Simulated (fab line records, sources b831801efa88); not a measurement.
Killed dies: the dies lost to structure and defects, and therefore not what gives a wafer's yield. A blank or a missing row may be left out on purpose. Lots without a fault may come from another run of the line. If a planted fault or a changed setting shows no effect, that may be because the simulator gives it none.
Matching of chambers + flow sfqLine + SFQ_TRILAYER_I7_VIA_BARC_OPEN_VIA_ETCH_260 on rieDiel-01 has 4 sister chambers
The step etches BARC in O2, target depth 125 nm, time 41.7 s. 8 wafers are shown with their chamber, then 8 later ones without.

## WAFERS WITH THEIR CHAMBER
| wafer  | chamber | biasW (W) | oesProductAu (a.u.) |
|--------|---------|-----------|---------------------|
| L586.3 | 1       | 79.58     | 0.677               |
| L586.4 | 3       | 79.81     | 0.686               |
| L591.3 | 0       | 80.03     | 0.690               |
| L591.4 | 1       | 80.01     | 0.683               |
| L592.2 | 3       | 79.90     | 0.686               |
| L592.3 | 0       | 79.92     | 0.687               |
| L592.5 | 2       | 79.81     | 0.681               |
| L594.4 | 2       | 79.85     | 0.676               |

## WAFERS WITH NO CHAMBER GIVEN
| wafer  | biasW (W) | oesProductAu (a.u.) |
|--------|-----------|---------------------|
| L594.5 | 79.93     | 0.681               |
| L594.6 | 79.97     | 0.691               |
| L597.2 | 79.78     | 0.682               |
| L597.4 | 79.80     | 0.690               |
| L597.5 | 79.92     | 0.689               |
| L600.1 | 80.21     | 0.683               |
| L600.3 | 80.12     | 0.687               |
| L600.4 | 80.00     | 0.685               |

## EACH ONE'S CHAMBER
| wafer  | from the rows above               | in truth |
|--------|-----------------------------------|----------|
| L594.5 | can't be placed: 1 or 2 or 3 or 0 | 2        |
| L594.6 | can't be placed: 0 or 3           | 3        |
| L597.2 | can't be placed: 1 or 2 or 3 or 0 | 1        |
| L597.4 | can't be placed: 0 or 3           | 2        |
| L597.5 | can't be placed: 0 or 3           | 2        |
| L600.1 | can't be placed: 0 or 3 or 1 or 2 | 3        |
| L600.3 | can't be placed: 0 or 3           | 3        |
| L600.4 | can't be placed: 3 or 0 or 1 or 2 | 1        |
Placed correctly: 0 of 8. From these rows, 8 cannot be placed; in 6 the true chamber is one of the candidates. Number placed wrongly: 0.
How it was worked out, from the rows above alone: a wafer's distance from a chamber is the root of the sum, over the readings, of the square of ((its reading less the chamber's mean) divided by the reading's scatter). If the next closest chamber is less than 2 further off than the closest, the wafer can't be placed; otherwise it belongs to the closest. For every chamber, the mean is computed from those of its wafers that are shown. The scatter is the square root of a quotient: the sum, over the shown wafers, of each reading's squared deviation from its chamber's mean, divided by wafers minus chambers.
